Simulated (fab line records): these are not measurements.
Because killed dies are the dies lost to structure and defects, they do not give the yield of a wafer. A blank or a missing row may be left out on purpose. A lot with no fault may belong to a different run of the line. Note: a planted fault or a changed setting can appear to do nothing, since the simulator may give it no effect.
The tool behind it: which one?	flow gf180mcu	6 lots with 18 wafers sampled at 3 steps, on a route of 602 steps

WHAT EACH GAUGE READ, for each wafer
GF_V5_BOW_MEAS_05.
lot	measured	on	V5_BOW (um)
L448	day 26 14:58	film_metro-04	140 139 148
L451	day 27 17:45	film_metro-02	140 145 131
L456	day 29 14:57	film_metro-04	118 118 119
L459	day 30 06:34	film_metro-02	132 139 140
L466	day 31 21:38	film_metro-02	141 134 129
L468	day 32 07:44	film_metro-04	131 128 125

WHICH TOOL RAN EACH LOT (tool, then ch and the chambers of the sampled wafers, then the start)
lot	GF_SAB_STRIP_13	GF_M5_ETCH_09
L448	plasma_asher-02 ch 0,1, day 15 09:56	rie_diel-02 ch 1,2,3, day 26 13:42
L451	plasma_asher-02 ch 0,1, day 16 15:38	rie_diel-02 ch 1,3, day 27 16:28
L456	plasma_asher-02 ch 0,1, day 18 21:22	rie_diel-02 ch 0,1,2, day 29 13:43
L459	plasma_asher-04 ch 0,1, day 19 14:08	rie_diel-04 ch 0,2,3, day 30 05:16
L466	plasma_asher-02 ch 0, day 21 22:43	rie_diel-02 ch 0,1,3, day 31 20:22
L468	plasma_asher-01 ch 0,1, day 22 09:08	rie_diel-02 ch 0,1,3, day 32 06:28
- GF_SAB_STRIP_13: strips in O2/N2.
- GF_M5_ETCH_09: etches Si3N4 in CF4/O2, target depth 52 nm, time 11.6 s.

THE ANSWER, worked out from the rows above alone
Rule: what is usual is taken from the lots themselves. The widest of any qualifying gaps counts: lots, ordered by their means at a reading, are off when they make up no more than a third of the lots, leave a main group of 4 or more, and stand apart from it by 3 or more times the standard deviation of that group's means. A main group whose means are all the same, to the digits that the tables above print for the reading, isn't used. A lot without any number at a reading at which 4 lots or more have one is off too. All remaining lots with rows at the step are treated as sound.
No lot is off on any of the readings shown, so nothing can be concluded from this.

WHAT WAS PUT IN BY THE SIMULATOR
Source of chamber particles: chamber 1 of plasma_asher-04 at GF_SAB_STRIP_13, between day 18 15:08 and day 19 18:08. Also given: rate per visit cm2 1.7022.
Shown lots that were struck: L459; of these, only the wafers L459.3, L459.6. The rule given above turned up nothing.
